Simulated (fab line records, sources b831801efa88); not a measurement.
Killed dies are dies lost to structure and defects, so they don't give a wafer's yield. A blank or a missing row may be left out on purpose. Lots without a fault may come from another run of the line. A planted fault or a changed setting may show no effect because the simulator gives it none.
A struck lot beside a sound one | flow sfq_line | 14 steps out of a route of 325
Sound: wafers L689.2, L689.4, L689.6. Struck: wafer L700.1. (L700.5, L700.6 of the same lot were not struck and are left out.) The cause comes at the end.
At each step with rows: each side's tool, then ch and its chambers, then its first start. Under that, the readings that differ: sound wafers | struck wafers | difference of the means | sigmas: that difference in standard deviations of wafers without a fault.
alike: readings whose means differ by less than 2 such deviations, and words and numbers that are the same on both sides. not compared: withheld readings, readings that some wafer has no value for, bounds like >300 that may hide the same value, and numbers for which the record gives no deviation and whose values overlap.
The two part at a step that has a row with sigmas, a row that says differs or no value, or rows on one side only. Numbers that don't overlap but have no deviation are shown without sigmas and don't part them. A reading that every wafer of one side lacks parts them only if that side has two wafers or more.

first, 2 steps without rows for these wafers: SFQ_TRILAYER_I0_VIA_STRIP_SOLV_CLEAN_036 (cleans in NMP, time 600 s); SFQ_TRILAYER_M1_DEP_PRE_CLEAN_038 (time 22.5 s).
SFQ_TRILAYER_M1_DEP_SPUTTER_037: material Nb, target thk 200 nm, time 133.3 s.
  sound on pvd_sputter-05, day 19 05:30; struck on pvd_sputter-05, day 22 23:40
  alike: base_pressure_pa, throttle_valve_pct
SFQ_M1_RS_MEAS_909: measures by four-point-probe.
  sound on film_metro-04, day 19 05:37; struck on film_metro-04, day 22 23:46
  alike: M1_NB_RS
then, 6 steps without rows for these wafers: SFQ_TRILAYER_M1_LITHO_COAT_044 (resist thk 62 nm); SFQ_TRILAYER_M1_LITHO_COAT_039 (resist thk 600 nm); SFQ_TRILAYER_M1_LITHO_SOFTBAKE_043; SFQ_TRILAYER_M1_LITHO_EXPOSE_040 (exposes mask M1, target cd 500 nm); SFQ_TRILAYER_M1_LITHO_PEB_042 (peb time 60 s); SFQ_TRILAYER_M1_LITHO_DEVELOP_041 (time 60 s).
-- the record jumps here: 6 days lie between the struck wafers' starts before and after --
SFQ_M1_OVL_MEAS_911:
  sound on overlay-01, day 19 08:01; struck on overlay-01, day 28 18:20
  alike: M1_OVL
SFQ_TRILAYER_M1_BARC_OPEN_METAL_ETCH_054: etches BARC in O2, target depth 125 nm, time 41.7 s.
  sound on rie_metal-02 ch 0, day 19 08:03; struck on rie_metal-03 ch 1, day 28 18:22
  reading                                             | sound             | struck | difference | sigmas
  drypump_motor_current_A (A)                         | 4.8 4.8 4.8       | 6.5    | +1.7       | +3
  model.KrF_of_TRILAYER_M1_LITHO_COAT_039.thk_nm (nm) | 520.4 522.7 520.9 | 533.8  | +12.5      |
  alike: oes_product_au
  not compared: rf_hours_counter_h
SFQ_TRILAYER_M1_ETCH_METAL_ETCH_042: etches Nb in Cl2/Ar, stops on SiO2, target depth 240 nm, time 120 s.
  sound on rie_metal-02 ch 0, day 19 08:07; struck on rie_metal-03 ch 1, day 28 18:26
  reading                                             | sound             | struck | difference | sigmas
  drypump_motor_current_A (A)                         | 4.8 4.8 4.8       | 6.4    | +1.6       | +3
  model.KrF_of_TRILAYER_M1_LITHO_COAT_039.thk_nm (nm) | 376.1 378.6 376.9 | 394.2  | +17.0      |
  alike: oes_product_au
  not compared: rf_hours_counter_h
SFQ_TRILAYER_M1_STRIP_STRIP_043: strips in O2.
  sound on rie_metal-02 ch 0, day 19 08:14; struck on rie_metal-03 ch 1, day 28 18:33
  reading                     | sound             | struck | difference | sigmas
  drypump_motor_current_A (A) | 4.8 4.8 4.9       | 6.5    | +1.7       | +3
  oes_product_au (a.u.)       | 1.020 1.021 1.018 | 0.993  | -0.027     | -3
  not compared: rf_hours_counter_h

WHERE THEY PART
First at SFQ_TRILAYER_M1_BARC_OPEN_METAL_ETCH_054; last, within this record, at SFQ_TRILAYER_M1_STRIP_STRIP_043.

WHY: what the simulator had put in
Process parameter drift: rie_metal-03, from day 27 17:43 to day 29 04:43, at SFQ_TRILAYER_M1_BARC_OPEN_METAL_ETCH_054. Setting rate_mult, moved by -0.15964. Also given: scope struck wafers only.
